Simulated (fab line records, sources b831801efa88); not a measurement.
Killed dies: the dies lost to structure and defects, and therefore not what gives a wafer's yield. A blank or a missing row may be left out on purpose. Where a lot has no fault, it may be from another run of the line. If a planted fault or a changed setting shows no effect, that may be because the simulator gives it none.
The tool behind it: which one? || flow gf180mcu || Sampling: 12 lots, 36 wafers, 6 of 602 route steps

== WHAT THE GAUGES READ, wafer by wafer ==
GF_STI_THK_MEAS_04. Usual: for STI_CVD_03_THK the level is 206.3 nm and the standard deviation is 2.4.
{"lot": "L869", "measured": "day 1 13:44", "on": "filmMetro-01", "STI_CVD_03_THK (nm)": "206.4 204.1 206.7", "flag": ""}
{"lot": "L871", "measured": "day 1 23:34", "on": "filmMetro-01", "STI_CVD_03_THK (nm)": "209.0 208.3 209.4", "flag": ""}
{"lot": "L872", "measured": "day 2 04:34", "on": "filmMetro-01", "STI_CVD_03_THK (nm)": "209.1 209.8 208.5", "flag": ""}
{"lot": "L874", "measured": "day 2 17:47", "on": "filmMetro-01", "STI_CVD_03_THK (nm)": "209.9 210.9 210.2", "flag": ""}
{"lot": "L876", "measured": "day 3 03:53", "on": "filmMetro-04", "STI_CVD_03_THK (nm)": "206.4 208.2 207.8", "flag": ""}
{"lot": "L877", "measured": "day 3 06:44", "on": "filmMetro-02", "STI_CVD_03_THK (nm)": "206.4 206.1 205.1", "flag": ""}
{"lot": "L878", "measured": "day 3 11:32", "on": "filmMetro-01", "STI_CVD_03_THK (nm)": "200.2 202.0 199.5", "flag": ""}
{"lot": "L880", "measured": "day 3 21:32", "on": "filmMetro-04", "STI_CVD_03_THK (nm)": "204.4 205.1 205.5", "flag": ""}
{"lot": "L881", "measured": "day 4 01:34", "on": "filmMetro-02", "STI_CVD_03_THK (nm)": "205.5 204.1 202.8", "flag": ""}
{"lot": "L883", "measured": "day 4 11:34", "on": "filmMetro-04", "STI_CVD_03_THK (nm)": "163.6 164.6 166.2", "flag": "OFF"}
{"lot": "L885", "measured": "day 4 22:35", "on": "filmMetro-04", "STI_CVD_03_THK (nm)": "206.1 205.1 205.6", "flag": ""}
{"lot": "L892", "measured": "day 6 08:49", "on": "filmMetro-04", "STI_CVD_03_THK (nm)": "205.0 204.5 205.9", "flag": ""}

GF_LVPWELL_OVL_MEAS_07. Usual: for LVPWELL_OVL the level is -1.1 nm and the standard deviation is 1.4.
{"lot": "L869", "measured": "day 3 23:55", "on": "overlay-01", "LVPWELL_OVL (nm)": "-1.0 -2.3 -3.7", "flag": ""}
{"lot": "L871", "measured": "day 4 11:25", "on": "overlay-02", "LVPWELL_OVL (nm)": "-1.8 -2.8 -2.9", "flag": ""}
{"lot": "L872", "measured": "day 4 19:03", "on": "overlay-01", "LVPWELL_OVL (nm)": "-1.0 0.6 -0.2", "flag": ""}
{"lot": "L874", "measured": "day 5 03:30", "on": "overlay-02", "LVPWELL_OVL (nm)": "-0.9 0.1 -3.2", "flag": ""}
{"lot": "L876", "measured": "day 5 16:54", "on": "overlay-02", "LVPWELL_OVL (nm)": "-1.7 1.0 2.5", "flag": ""}
{"lot": "L877", "measured": "day 5 19:12", "on": "overlay-02", "LVPWELL_OVL (nm)": "-1.0 -0.9 0.3", "flag": ""}
{"lot": "L878", "measured": "day 6 02:05", "on": "overlay-02", "LVPWELL_OVL (nm)": "-1.6 -2.3 -1.7", "flag": ""}
{"lot": "L880", "measured": "day 6 12:42", "on": "overlay-01", "LVPWELL_OVL (nm)": "0.0 0.6 0.0", "flag": ""}
{"lot": "L881", "measured": "day 6 15:35", "on": "overlay-01", "LVPWELL_OVL (nm)": "0.8 0.6 -0.3", "flag": ""}
{"lot": "L883", "measured": "day 7 02:50", "on": "overlay-02", "LVPWELL_OVL (nm)": "-1.1 -2.9 -1.9", "flag": ""}
{"lot": "L885", "measured": "day 7 16:25", "on": "overlay-01", "LVPWELL_OVL (nm)": "-3.0 -0.7 -0.8", "flag": ""}
{"lot": "L892", "measured": "day 9 06:03", "on": "overlay-01", "LVPWELL_OVL (nm)": "1.2 1.5 0.3", "flag": ""}

GF_LVPWELL_TW_MEAS_11. Usual: for LVPWELL_TW the level is 566 and the standard deviation is 5.1.
{"lot": "L869", "measured": "day 4 00:22", "on": "filmMetro-04", "LVPWELL_TW": "559 562 562", "flag": ""}
{"lot": "L871", "measured": "day 4 11:51", "on": "filmMetro-03", "LVPWELL_TW": "572 568 574", "flag": ""}
{"lot": "L872", "measured": "day 4 19:29", "on": "filmMetro-02", "LVPWELL_TW": "562 560 563", "flag": ""}
{"lot": "L874", "measured": "day 5 03:56", "on": "filmMetro-02", "LVPWELL_TW": "558 561 555", "flag": ""}
{"lot": "L876", "measured": "day 5 17:20", "on": "filmMetro-03", "LVPWELL_TW": "571 573 571", "flag": ""}
{"lot": "L877", "measured": "day 5 19:38", "on": "filmMetro-03", "LVPWELL_TW": "572 574 573", "flag": ""}
{"lot": "L878", "measured": "day 6 02:31", "on": "filmMetro-03", "LVPWELL_TW": "569 571 572", "flag": ""}
{"lot": "L880", "measured": "day 6 13:09", "on": "filmMetro-04", "LVPWELL_TW": "561 559 558", "flag": ""}
{"lot": "L881", "measured": "day 6 16:01", "on": "filmMetro-02", "LVPWELL_TW": "561 559 563", "flag": ""}
{"lot": "L883", "measured": "day 7 03:17", "on": "filmMetro-03", "LVPWELL_TW": "570 568 567", "flag": ""}
{"lot": "L885", "measured": "day 7 16:52", "on": "filmMetro-03", "LVPWELL_TW": "570 571 569", "flag": ""}
{"lot": "L892", "measured": "day 9 06:29", "on": "filmMetro-02", "LVPWELL_TW": "562 563 567", "flag": ""}

GF_MVPSD_OVL_MEAS_07. Usual: for MVPSD_OVL the level is 1.0 nm and the standard deviation is 1.5.
{"lot": "L869", "measured": "day 5 03:40", "on": "overlay-01", "MVPSD_OVL (nm)": "1.0 0.3 -1.0", "flag": ""}
{"lot": "L871", "measured": "day 5 16:15", "on": "overlay-02", "MVPSD_OVL (nm)": "0.3 -0.2 -0.5", "flag": ""}
{"lot": "L872", "measured": "day 5 23:48", "on": "overlay-01", "MVPSD_OVL (nm)": "1.8 2.8 0.0", "flag": ""}
{"lot": "L874", "measured": "day 6 09:17", "on": "overlay-01", "MVPSD_OVL (nm)": "-0.8 0.2 0.4", "flag": ""}
{"lot": "L876", "measured": "day 6 23:14", "on": "overlay-01", "MVPSD_OVL (nm)": "-0.4 -1.1 -0.4", "flag": ""}
{"lot": "L877", "measured": "day 7 02:29", "on": "overlay-02", "MVPSD_OVL (nm)": "0.3 1.5 0.6", "flag": ""}
{"lot": "L878", "measured": "day 7 10:10", "on": "overlay-01", "MVPSD_OVL (nm)": "1.6 3.5 3.4", "flag": ""}
{"lot": "L880", "measured": "day 7 19:47", "on": "overlay-01", "MVPSD_OVL (nm)": "1.2 -0.5 0.6", "flag": ""}
{"lot": "L881", "measured": "day 7 23:29", "on": "overlay-02", "MVPSD_OVL (nm)": "0.7 2.4 2.4", "flag": ""}
{"lot": "L883", "measured": "day 8 11:40", "on": "overlay-01", "MVPSD_OVL (nm)": "4.1 3.5 3.1", "flag": ""}
{"lot": "L885", "measured": "day 9 01:23", "on": "overlay-02", "MVPSD_OVL (nm)": "-0.6 -2.1 -2.8", "flag": ""}
{"lot": "L892", "measured": "day 10 17:22", "on": "overlay-02", "MVPSD_OVL (nm)": "1.7 2.0 2.5", "flag": ""}

== WHICH TOOL RAN EACH LOT (tool, then ch and the chambers of the sampled wafers, then the start) ==
{"lot": "L869", "GF_STI_CVD_03": "lpcvd-01 ch 0, day 1 11:44", "GF_STI_ETCH_13": "rieDiel-02 ch 1,2,3, day 2 01:20"}
{"lot": "L871", "GF_STI_CVD_03": "lpcvd-02 ch 0, day 1 21:34", "GF_STI_ETCH_13": "rieDiel-03 ch 0,1,2, day 2 11:53"}
{"lot": "L872", "GF_STI_CVD_03": "lpcvd-02 ch 0, day 2 02:34", "GF_STI_ETCH_13": "rieDiel-02 ch 0,1,2, day 2 16:26"}
{"lot": "L874", "GF_STI_CVD_03": "lpcvd-02 ch 0, day 2 15:46", "GF_STI_ETCH_13": "rieDiel-01 ch 1,2, day 3 04:56"}
{"lot": "L876", "GF_STI_CVD_03": "lpcvd-01 ch 0, day 3 01:54", "GF_STI_ETCH_13": "rieDiel-02 ch 2,3, day 3 17:31"}
{"lot": "L877", "GF_STI_CVD_03": "lpcvd-02 ch 1, day 3 04:44", "GF_STI_ETCH_13": "rieDiel-03 ch 0,1,2, day 3 19:46"}
{"lot": "L878", "GF_STI_CVD_03": "lpcvd-01 ch 0, day 3 09:32", "GF_STI_ETCH_13": "rieDiel-03 ch 0,1,2, day 4 00:56"}
{"lot": "L880", "GF_STI_CVD_03": "lpcvd-01 ch 0, day 3 19:32", "GF_STI_ETCH_13": "rieDiel-01 ch 0,1,3, day 4 10:44"}
{"lot": "L881", "GF_STI_CVD_03": "lpcvd-01 ch 1, day 3 23:34", "GF_STI_ETCH_13": "rieDiel-02 ch 0,1,2, day 4 14:55"}
{"lot": "L883", "GF_STI_CVD_03": "lpcvd-01 ch 1, day 4 09:34", "GF_STI_ETCH_13": "rieDiel-02 ch 0,1,2, day 5 01:11"}
{"lot": "L885", "GF_STI_CVD_03": "lpcvd-02 ch 1, day 4 20:35", "GF_STI_ETCH_13": "rieDiel-02 ch 0,2,3, day 5 13:05"}
{"lot": "L892", "GF_STI_CVD_03": "lpcvd-02 ch 1, day 6 06:48", "GF_STI_ETCH_13": "rieDiel-01 ch 1,2,3, day 7 00:08"}
- GF_STI_CVD_03: deposits Si3N4 from DCS/NH3, target thk 207.16 nm, time 3551 s.
- GF_STI_ETCH_13: etches the open film in CHF3/O2, stops on Si, target depth 282.31 nm, time 112.9 s.

== WHAT THE TOOLS THEMSELVES READ (means of the sampled wafers that have a number; where no wafer has one, the mark that the record gives instead) ==
GF_STI_CVD_03. Usual: spikeTcBottomC 792 C, standard deviation 3.6; spikeTcCentreC 770.3 C, standard deviation 1.2; spikeTcLowerC 770.4 C, standard deviation 1.1; spikeTcUpperC 770.2 C, standard deviation 1.5; susceptorTempC 770.0 C, standard deviation 0.35; zonePowerUpperPct 12.6 %, standard deviation 1.6.
{"lot": "L869", "tool": "lpcvd-01", "spikeTcBottomC (C)": 796, "spikeTcCentreC (C)": 769.0, "spikeTcLowerC (C)": 771.2, "spikeTcUpperC (C)": 771.0, "susceptorTempC (C)": 769.8, "zonePowerUpperPct (%)": 14.1, "flag": ""}
{"lot": "L871", "tool": "lpcvd-02", "spikeTcBottomC (C)": 787, "spikeTcCentreC (C)": 770.9, "spikeTcLowerC (C)": 770.6, "spikeTcUpperC (C)": 771.7, "susceptorTempC (C)": 769.5, "zonePowerUpperPct (%)": 13.1, "flag": ""}
{"lot": "L872", "tool": "lpcvd-02", "spikeTcBottomC (C)": 788, "spikeTcCentreC (C)": 770.5, "spikeTcLowerC (C)": 770.2, "spikeTcUpperC (C)": 770.6, "susceptorTempC (C)": 769.7, "zonePowerUpperPct (%)": 13.0, "flag": ""}
{"lot": "L874", "tool": "lpcvd-02", "spikeTcBottomC (C)": 789, "spikeTcCentreC (C)": 770.1, "spikeTcLowerC (C)": 771.1, "spikeTcUpperC (C)": 771.7, "susceptorTempC (C)": 769.9, "zonePowerUpperPct (%)": 13.0, "flag": ""}
{"lot": "L876", "tool": "lpcvd-01", "spikeTcBottomC (C)": 798, "spikeTcCentreC (C)": 770.0, "spikeTcLowerC (C)": 772.2, "spikeTcUpperC (C)": 770.2, "susceptorTempC (C)": 769.9, "zonePowerUpperPct (%)": 14.2, "flag": ""}
{"lot": "L877", "tool": "lpcvd-02", "spikeTcBottomC (C)": 793, "spikeTcCentreC (C)": 770.0, "spikeTcLowerC (C)": 770.8, "spikeTcUpperC (C)": 769.7, "susceptorTempC (C)": 770.1, "zonePowerUpperPct (%)": 9.4, "flag": ""}
{"lot": "L878", "tool": "lpcvd-01", "spikeTcBottomC (C)": 797, "spikeTcCentreC (C)": 769.4, "spikeTcLowerC (C)": 770.5, "spikeTcUpperC (C)": 770.2, "susceptorTempC (C)": 769.8, "zonePowerUpperPct (%)": 14.4, "flag": ""}
{"lot": "L880", "tool": "lpcvd-01", "spikeTcBottomC (C)": 797, "spikeTcCentreC (C)": 769.6, "spikeTcLowerC (C)": 771.4, "spikeTcUpperC (C)": 770.9, "susceptorTempC (C)": 769.6, "zonePowerUpperPct (%)": 14.3, "flag": ""}
{"lot": "L881", "tool": "lpcvd-01", "spikeTcBottomC (C)": 791, "spikeTcCentreC (C)": 771.2, "spikeTcLowerC (C)": 769.1, "spikeTcUpperC (C)": 768.3, "susceptorTempC (C)": 769.8, "zonePowerUpperPct (%)": 11.9, "flag": ""}
{"lot": "L883", "tool": "lpcvd-01", "spikeTcBottomC (C)": 780, "spikeTcCentreC (C)": 759.4, "spikeTcLowerC (C)": 758.7, "spikeTcUpperC (C)": 757.0, "susceptorTempC (C)": 758.8, "zonePowerUpperPct (%)": 11.8, "flag": "OFF"}
{"lot": "L885", "tool": "lpcvd-02", "spikeTcBottomC (C)": 793, "spikeTcCentreC (C)": 770.9, "spikeTcLowerC (C)": 770.1, "spikeTcUpperC (C)": 769.9, "susceptorTempC (C)": 770.3, "zonePowerUpperPct (%)": 9.4, "flag": ""}
{"lot": "L892", "tool": "lpcvd-02", "spikeTcBottomC (C)": 794, "spikeTcCentreC (C)": 770.0, "spikeTcLowerC (C)": 772.0, "spikeTcUpperC (C)": 769.5, "susceptorTempC (C)": 770.0, "zonePowerUpperPct (%)": 9.3, "flag": ""}

GF_STI_ETCH_13. Usual: chamberPressureMTorr 40.00 mTorr, standard deviation 0.037; drypumpMotorCurrentA 5.7 A, standard deviation 0.39; oesProductAu 0.831 a.u., standard deviation 0.0066; throttleValvePct 8.810 %, standard deviation 0.0086.
{"lot": "L869", "tool": "rieDiel-02", "chamberPressureMTorr (mTorr)": 40.02, "drypumpMotorCurrentA (A)": 5.8, "oesProductAu (a.u.)": 0.828, "throttleValvePct (%)": 8.806, "flag": ""}
{"lot": "L871", "tool": "rieDiel-03", "chamberPressureMTorr (mTorr)": 39.98, "drypumpMotorCurrentA (A)": 5.6, "oesProductAu (a.u.)": 0.838, "throttleValvePct (%)": 8.818, "flag": ""}
{"lot": "L872", "tool": "rieDiel-02", "chamberPressureMTorr (mTorr)": 40.01, "drypumpMotorCurrentA (A)": 6.0, "oesProductAu (a.u.)": 0.836, "throttleValvePct (%)": 8.815, "flag": ""}
{"lot": "L874", "tool": "rieDiel-01", "chamberPressureMTorr (mTorr)": 40.01, "drypumpMotorCurrentA (A)": 5.6, "oesProductAu (a.u.)": 0.839, "throttleValvePct (%)": 8.809, "flag": ""}
{"lot": "L876", "tool": "rieDiel-02", "chamberPressureMTorr (mTorr)": 39.98, "drypumpMotorCurrentA (A)": 5.9, "oesProductAu (a.u.)": 0.835, "throttleValvePct (%)": 8.815, "flag": ""}
{"lot": "L877", "tool": "rieDiel-03", "chamberPressureMTorr (mTorr)": 39.96, "drypumpMotorCurrentA (A)": 5.5, "oesProductAu (a.u.)": 0.831, "throttleValvePct (%)": 8.814, "flag": ""}
{"lot": "L878", "tool": "rieDiel-03", "chamberPressureMTorr (mTorr)": 39.98, "drypumpMotorCurrentA (A)": 5.6, "oesProductAu (a.u.)": 0.819, "throttleValvePct (%)": 8.809, "flag": ""}
{"lot": "L880", "tool": "rieDiel-01", "chamberPressureMTorr (mTorr)": 40.01, "drypumpMotorCurrentA (A)": 5.6, "oesProductAu (a.u.)": 0.825, "throttleValvePct (%)": 8.814, "flag": ""}
{"lot": "L881", "tool": "rieDiel-02", "chamberPressureMTorr (mTorr)": 39.98, "drypumpMotorCurrentA (A)": 6.0, "oesProductAu (a.u.)": 0.827, "throttleValvePct (%)": 8.807, "flag": ""}
{"lot": "L883", "tool": "rieDiel-02", "chamberPressureMTorr (mTorr)": 40.01, "drypumpMotorCurrentA (A)": 6.0, "oesProductAu (a.u.)": 0.736, "throttleValvePct (%)": 8.777, "flag": "OFF"}
{"lot": "L885", "tool": "rieDiel-02", "chamberPressureMTorr (mTorr)": 39.97, "drypumpMotorCurrentA (A)": 6.1, "oesProductAu (a.u.)": 0.833, "throttleValvePct (%)": 8.801, "flag": ""}
{"lot": "L892", "tool": "rieDiel-01", "chamberPressureMTorr (mTorr)": 39.98, "drypumpMotorCurrentA (A)": 5.7, "oesProductAu (a.u.)": 0.830, "throttleValvePct (%)": 8.806, "flag": ""}

== THE ANSWER, worked out from the rows above alone ==
Rule: lot off if the mean of its wafers having a number is beyond 3 standard deviations from the usual mean. Also off: a lot with no number at a reading for which 4 or more lots have one. Where the step has rows for the other lots, those lots are counted as sound. Order of review: gauges by route order, followed by the tools' own readings, for which a lot's mean as printed above is used. At the first step where some lot is off, the reading lying furthest off is the one used; lots without a number count as furthest.
Off: L883, seen at GF_STI_THK_MEAS_04 (STI_CVD_03_THK).
A tool fits if, at a process step before that reading, it ran every lot that is off, and no sound lot after the first of them. The gauges at GF_STI_THK_MEAS_04 aren't tried: what is off there is off at GF_STI_CVD_03 too, on other tools, and a gauge's error can't cause that. One candidate fits, namely lpcvd-01 at GF_STI_CVD_03. Its last sound lot is L881 (day 3 23:34), its first lot that is off L883 (day 4 09:34): a fault that began between those two fits.
The tool's own readings at GF_STI_CVD_03 bear it out: on the lots that are off they differ by more than 5 times the standard deviation of the sound lots' means. spikeTcCentreC reads 759.4 C there against 770.1 C on the sound lots; spikeTcLowerC reads 758.7 C there against 770.8 C on the sound lots; spikeTcUpperC reads 757.0 C there against 770.3 C on the sound lots; susceptorTempC reads 758.8 C there against 769.9 C on the sound lots.

== WHAT THE SIMULATOR HAD INSERTED ==
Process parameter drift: lpcvd-01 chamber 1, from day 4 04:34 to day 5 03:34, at GF_STI_CVD_03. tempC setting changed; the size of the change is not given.
Shown lots that were struck: L883. This agrees with what the rule above found.
